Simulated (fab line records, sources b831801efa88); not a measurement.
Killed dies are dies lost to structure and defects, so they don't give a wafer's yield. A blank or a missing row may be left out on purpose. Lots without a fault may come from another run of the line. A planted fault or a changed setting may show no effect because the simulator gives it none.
Which tool did it? | flow gf180mcu | 10 lots, 30 wafers sampled, at 3 steps of a route of 602

WHAT THE GAUGES READ, wafer by wafer
GF_V1_RS_MEAS_24: measures by four-point-probe.
lot  | measured     | on            | V1_W_RS (ohm/sq)
L776 | day 18 09:19 | film_metro-02 | 0.318 0.319 0.329
L778 | day 18 21:52 | film_metro-03 | 0.323 0.322 0.321
L782 | day 21 04:23 | film_metro-03 | 0.324 0.328 0.318
L788 | day 22 11:52 | film_metro-02 | 0.319 0.329 0.321
L789 | day 23 03:32 | film_metro-02 | 0.329 0.326 0.200 0.329 0.326 0.200
L790 | day 23 12:25 | film_metro-04 | 0.325 0.328 0.330
L792 | day 23 22:09 | film_metro-04 | 0.331 0.331 0.326
L793 | day 24 09:04 | film_metro-02 | 0.202 0.204 0.338 0.202 0.204 0.338
L798 | day 26 07:50 | film_metro-03 | 0.331 0.326 0.321
L799 | day 26 10:18 | film_metro-04 | 0.328 0.325 0.327

WHICH TOOL RAN EACH LOT (tool, then ch and the chambers of the sampled wafers, then the start)
lot  | GF_M1_METAL_ETCH_16               | GF_V1_CVD_23
L776 | rie_metal-04 ch 0, day 17 07:50   | cvd_w-02 ch 0,1, day 18 09:11
L778 | rie_metal-04 ch 0,1, day 17 19:20 | cvd_w-01 ch 0,1, day 18 21:44
L782 | rie_metal-01 ch 1, day 20 01:38   | cvd_w-02 ch 0,1, day 21 04:16
L788 | rie_metal-03 ch 0,1, day 21 10:02 | cvd_w-02 ch 0,1, day 22 11:44
L789 | rie_metal-01 ch 0,1, day 22 01:41 | cvd_w-02 ch 0,1, day 23 03:26
L790 | rie_metal-03 ch 0,1, day 22 11:11 | cvd_w-01 ch 0,1, day 23 12:17
L792 | rie_metal-01 ch 0,1, day 22 21:05 | cvd_w-01 ch 0,1, day 23 22:02
L793 | rie_metal-01 ch 0,1, day 23 08:14 | cvd_w-02 ch 0,1, day 24 08:57
L798 | rie_metal-03 ch 0,1, day 25 19:17 | cvd_w-01 ch 0,1, day 26 07:42
L799 | rie_metal-04 ch 0,1, day 25 19:50 | cvd_w-01 ch 0,1, day 26 10:11
- GF_M1_METAL_ETCH_16: etches the open film in Cl2/BCl3, stops on SiO2, target depth 750.8 nm, time 125.1 s.
- GF_V1_CVD_23: deposits W, target thk 350 nm, time 105.05 s.

THE ANSWER, worked out from the rows above alone
Rule: what is usual is taken from the lots themselves. Put in order of their means at a reading, lots are off if they are a third of the lots or fewer, leave a main group of 4 or more, and stand apart from it by a gap of 3 or more times the standard deviation of the main group's means; of several such gaps the widest counts. A main group whose means are all the same, to the digits that the tables above print for the reading, isn't used. A lot without any number at a reading at which 4 lots or more have one is off too. The other lots that the step has rows for count as sound.
Off: L789, L793, at GF_V1_RS_MEAS_24 (V1_W_RS). The main group: mean 0.325 ohm/sq, standard deviation 0.0026.
A tool fits if, at a process step before that reading, it ran every lot that is off, and no sound lot after the first of them. The gauges at GF_V1_RS_MEAS_24 are tried like those tools. Can't be told from this: 2 tools fit, cvd_w-02 at GF_V1_CVD_23, film_metro-02 at GF_V1_RS_MEAS_24.

WHAT THE SIMULATOR HAD PUT IN
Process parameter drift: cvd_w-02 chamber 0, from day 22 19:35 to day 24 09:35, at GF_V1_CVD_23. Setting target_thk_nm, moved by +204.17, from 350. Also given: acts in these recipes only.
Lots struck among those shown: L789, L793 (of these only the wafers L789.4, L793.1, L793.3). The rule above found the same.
